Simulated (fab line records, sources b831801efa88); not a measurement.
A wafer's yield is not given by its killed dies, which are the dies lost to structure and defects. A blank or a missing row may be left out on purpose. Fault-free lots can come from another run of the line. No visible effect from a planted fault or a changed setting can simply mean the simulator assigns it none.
Chamber matching | flow sky130 | pecvd-03 running SKY_CAPM_CVD_00: 3 sister chambers
The step deposits SiO2, target thk 15.5 nm. 3 wafers are shown with their chamber, then 9 later ones without.

## EACH WAFER AND ITS CHAMBER
wafer  | chamber | rf_fwd_power_W (W)
L087.3 | 0       | 441.5
L089.1 | 1       | 439.6
L089.5 | 2       | 440.0

## WAFERS WHOSE CHAMBER IS MISSING
wafer  | rf_fwd_power_W (W)
L091.1 | 437.5
L091.3 | 439.8
L091.6 | 438.3
L093.2 | 439.6
L093.4 | 441.2
L093.6 | 443.1
L095.2 | 440.1
L095.3 | 439.1
L095.4 | 440.2

## WHICH CHAMBER EACH ONE RAN IN
wafer  | from the rows above          | in truth
L091.1 | can't be placed: 1 or 2 or 0 | 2
L091.3 | can't be placed: 1 or 2 or 0 | 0
L091.6 | can't be placed: 1 or 2 or 0 | 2
L093.2 | can't be placed: 1 or 2 or 0 | 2
L093.4 | can't be placed: 0 or 2 or 1 | 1
L093.6 | can't be placed: 0 or 2 or 1 | 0
L095.2 | can't be placed: 2 or 1 or 0 | 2
L095.3 | can't be placed: 1 or 2 or 0 | 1
L095.4 | can't be placed: 2 or 1 or 0 | 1
Correctly placed: 0 of 9. Not placeable from these rows: 9 (in 9, the candidates include the true chamber). Placed wrongly: 0.
How it was worked out, from the rows above alone: a wafer's distance from a chamber is the root of the sum, over the readings, of the square of ((its reading less the chamber's mean) divided by the reading's scatter). If the next closest chamber is less than 2 further off than the closest, the wafer can't be placed; otherwise it belongs to the closest. The mean given for a chamber averages the wafers shown for that chamber. The scatter (one wafer shown for each chamber): square how far every hidden wafer sits from the nearest shown wafer, average those squares and take the square root.
